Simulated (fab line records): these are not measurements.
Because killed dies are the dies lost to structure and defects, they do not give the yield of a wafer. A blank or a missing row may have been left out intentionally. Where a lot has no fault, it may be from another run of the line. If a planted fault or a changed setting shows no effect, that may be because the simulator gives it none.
Which tool was responsible? ; flow gf180mcu ; 12 lots (36 wafers sampled), 1 step of a 602-step route

WHAT EACH GAUGE READ, for each wafer
GF_V2_THK_MEAS_25: measures by xrf.
lot;measured;on;V2_W_THK (nm)
L075;day 20 08:12;filmMetro-03;345 342 346
L077;day 21 02:53;filmMetro-04;356 348 357
L079;day 21 23:05;filmMetro-02;340 345 348
L081;day 23 04:20;filmMetro-04;345 341 347
L083;day 23 18:51;filmMetro-04;345 349 349
L085;day 24 11:39;filmMetro-04;338 339 340
L087;day 25 04:31;filmMetro-03;349 348 346
L089;day 26 01:22;filmMetro-04;338 337 348
L091;day 26 12:51;filmMetro-03;341 345 340
L093;day 27 03:12;filmMetro-04;344 344 346
L095;day 27 13:51;filmMetro-03;345 344 341
L096;day 28 01:56;filmMetro-04;346 348 342

TOOL THAT RAN EACH LOT (tool first, then ch and the chambers of the sampled wafers, then the start)
The record shows no process step preceding these readings.

THE ANSWER, worked out from the rows above alone
Rule: usual is defined by the lots themselves. The widest of any qualifying gaps counts: lots, ordered by their means at a reading, are off when they make up no more than a third of the lots, leave a main group of 4 or more, and stand apart from it by 3 or more times the standard deviation of that group's means. A main group whose means are all the same, to the digits that the tables above print for the reading, isn't used. Also off: a lot with no number at a reading for which 4 or more lots have one. Any other lot the step has rows for is counted as sound.
None of the lots is off at any reading shown; this tells nothing.

WHAT THE SIMULATOR HAD PUT IN
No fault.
